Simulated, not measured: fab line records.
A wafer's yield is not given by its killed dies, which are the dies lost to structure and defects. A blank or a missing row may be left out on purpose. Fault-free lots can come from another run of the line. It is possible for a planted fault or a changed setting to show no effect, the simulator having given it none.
One fault seen from 2 desks / flow sky130 / each desk holds nothing but its own numbers, with what lay behind them at the end

DESK OF THE TOOL OWNER: rie diel-01
The tool's own readings at SKY_POLY_GATE_ETCH_16 (etches Si3N4 in CH3F/O2, stops on poly-Si, time 147.5 s, target depth 75 nm): means of the sampled wafers that have a number, for each lot that ran on this tool. Any lot whose mean is over 4 standard deviations away from the usual mean is out of limits and marked OUT; that distance is given in the brackets.
Columns: A = O2_flow_sccm at SKY_POLY_GATE_ETCH_16, usual 30.00 sccm; B = bias w at SKY_POLY_GATE_ETCH_16, usual 79.98 W; C = drypump motor current A at SKY_POLY_GATE_ETCH_16, usual 5.79 A; D = oes product au at SKY_POLY_GATE_ETCH_16, usual 0.642 a.u.; E = throttle valve pct at SKY_POLY_GATE_ETCH_16, usual 10.535 %
lot=L453; first seen here=day 16 22:23; A=29.97; B=79.88; C=5.57; D=0.638; E=10.532
lot=L456; first seen here=day 18 04:19; A=29.96; B=79.79; C=5.91; D=0.640; E=10.539
lot=L458; first seen here=day 19 12:26; A=30.01; B=79.92; C=6.01; D=0.643; E=10.528
lot=L470; first seen here=day 23 19:40; A=29.91; B=79.96; C=5.78; D=0.645; E=10.528
lot=L474; first seen here=day 25 22:16; A=29.96; B=80.04; C=5.68; D=0.640; E=10.539
Finding of this desk: none of the 5 lots has anything out of limits.

FROM THE METROLOGY DESK
What the gauges read for every lot (on any tool): the sampled wafers with a number, averaged. Any lot whose mean is over 4 standard deviations away from the usual mean is out of limits and marked OUT; that distance is given in the brackets.
Columns: A = cd nm at SKY_SONOS_ONO_CD_MEAS_13, usual 410.3 nm; B = cd nm at SKY_SD_N_CD_MEAS_07, usual 379.8 nm
lot=L452; first seen here=day 12 18:55; A=415.3; B=382.9
lot=L453; first seen here=day 13 06:04; A=406.3; B=380.2
lot=L455; first seen here=day 13 20:44; A=414.0; B=379.5
lot=L456; first seen here=day 14 06:10; A=410.1; B=379.8
lot=L458; first seen here=day 15 04:05; A=411.4; B=381.8
lot=L466; first seen here=day 18 01:35; A=411.6; B=379.5
lot=L467; first seen here=day 18 07:31; A=407.6; B=381.7
lot=L470; first seen here=day 19 15:51; A=408.3; B=375.3
lot=L471; first seen here=day 19 22:26; A=410.6; B=375.6
lot=L472; first seen here=day 20 04:10; A=409.7; B=383.0
lot=L473; first seen here=day 20 15:58; A=408.2; B=384.1
lot=L474; first seen here=day 20 16:53; A=410.3; B=373.3
Finding of this desk: none of the 12 lots has anything out of limits.

TAKEN TOGETHER
Nothing out of limits was seen by the tool owner's desk.
At the metrology desk, nothing out of limits was observed.

WHAT WAS PUT IN BY THE SIMULATOR
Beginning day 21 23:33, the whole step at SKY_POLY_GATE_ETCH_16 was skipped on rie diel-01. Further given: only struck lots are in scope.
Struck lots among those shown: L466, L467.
